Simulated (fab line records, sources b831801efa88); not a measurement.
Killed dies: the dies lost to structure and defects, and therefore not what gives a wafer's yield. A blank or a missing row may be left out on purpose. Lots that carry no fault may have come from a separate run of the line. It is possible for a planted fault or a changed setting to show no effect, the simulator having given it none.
A lot that was struck, set against a sound lot :: flow gf180mcu :: 16 out of 602 route steps
Sound: wafers L463.2, L463.3, L463.5. Struck: wafers L471.2, L471.5, L471.6. At the end, the cause is stated.
Order at every step that has rows: each side's tool, ch and its chambers, its first start. Under that, the readings that differ: sound wafers :: struck wafers :: difference of the means :: sigmas: that difference in standard deviations of wafers without a fault.
alike: readings with means less than 2 such deviations apart, plus words and numbers identical on both sides. not compared: withheld readings, readings lacking a value on some wafer, bounds such as >300 that could conceal the same value, and numbers that have no deviation in the record and whose values overlap.
A row with sigmas, a row that says differs or no value, or rows on one side alone: a step with any of these is where the two part. When numbers do not overlap yet have no deviation, they are printed without sigmas and do not part them. Lack of a reading on every wafer of one side parts them only where that side has two or more wafers.

first, 1 step without rows for these wafers: GF_HV_LDD_DEVELOP_06 (develop time 60 s).
GF_HV_LDD_CD_MEAS_07: target cd 400 nm.
  struck on cd_sem-01, day 12 20:44; sound on cd_sem-01, day 10 08:17
  alike: cd_nm
GF_HV_LDD_OVL_MEAS_08:
  struck on overlay-02, day 12 20:50; sound on overlay-01, day 10 08:23
  alike: HV_LDD_OVL
next, for these wafers, 1 step has no rows: GF_HV_LDD_IMPLANT_09.
GF_HV_LDD_STRIP_10: strips in O2/N2.
  sound on plasma_asher-03 ch 1, day 10 08:34; struck on plasma_asher-04 ch 0,1, day 12 21:22
reading: platen_temp_c (C)
sound: 250.41 250.59 250.41
struck: 249.95 249.80 249.94
difference: -0.57
sigmas: -3
  alike: drypump_motor_current_A, heater_power_w, oes_product_au, strip_time_to_endpoint_s
  not compared: rf_hours_counter_h
GF_HV_LDD_TW_MEAS_11:
  struck on film_metro-01, day 12 21:29; sound on film_metro-03, day 10 08:41
  alike: HV_LDD_TW
then, 6 steps without rows for these wafers: GF_HV_LDD_DEHYDRATE_12 (time 60 s); GF_HV_LDD_HMDS_13 (prime time 60 s); GF_HV_LDD_COAT_14 (resist thk 1000 nm); GF_HV_LDD_SOFTBAKE_15 (time 60 s); GF_HV_LDD_EXPOSE_16 (exposes mask Pplus LV AREA, target cd 400 nm); GF_HV_LDD_PEB_17.
GF_HV_LDD_DEVELOP_18: develop time 60 s.
  sound on litho_track-03 ch 0, day 11 03:00; struck on litho_track-02 ch 0, day 13 17:41
GF_HV_LDD_CD_MEAS_19: target cd 400 nm.
  struck on cd_sem-01, day 13 17:50; sound on cd_sem-02, day 11 03:09
reading: cd_nm (nm)
sound: 401.2 400.3 399.1
struck: 345.3 347.1 349.5
difference: -52.9
sigmas: -24
GF_HV_LDD_OVL_MEAS_20:
  struck on overlay-01, day 13 17:56; sound on overlay-01, day 11 03:15
  alike: HV_LDD_01_OVL
-- record jumps: 18 days separate the struck wafers' starts on either side; left off in module HV_LDD, taken up again in module PASSIVATION, whose first shown step is the route's number 602 --
GF_PASSIVATION_PROBE_99:
  only the struck wafers here have rows in the record (prober-01, day 31 20:46); the sound ones have none

WHERE THEY PART
First at GF_HV_LDD_STRIP_10; last, within this record, at GF_PASSIVATION_PROBE_99.

WHY: whatever the simulator had introduced
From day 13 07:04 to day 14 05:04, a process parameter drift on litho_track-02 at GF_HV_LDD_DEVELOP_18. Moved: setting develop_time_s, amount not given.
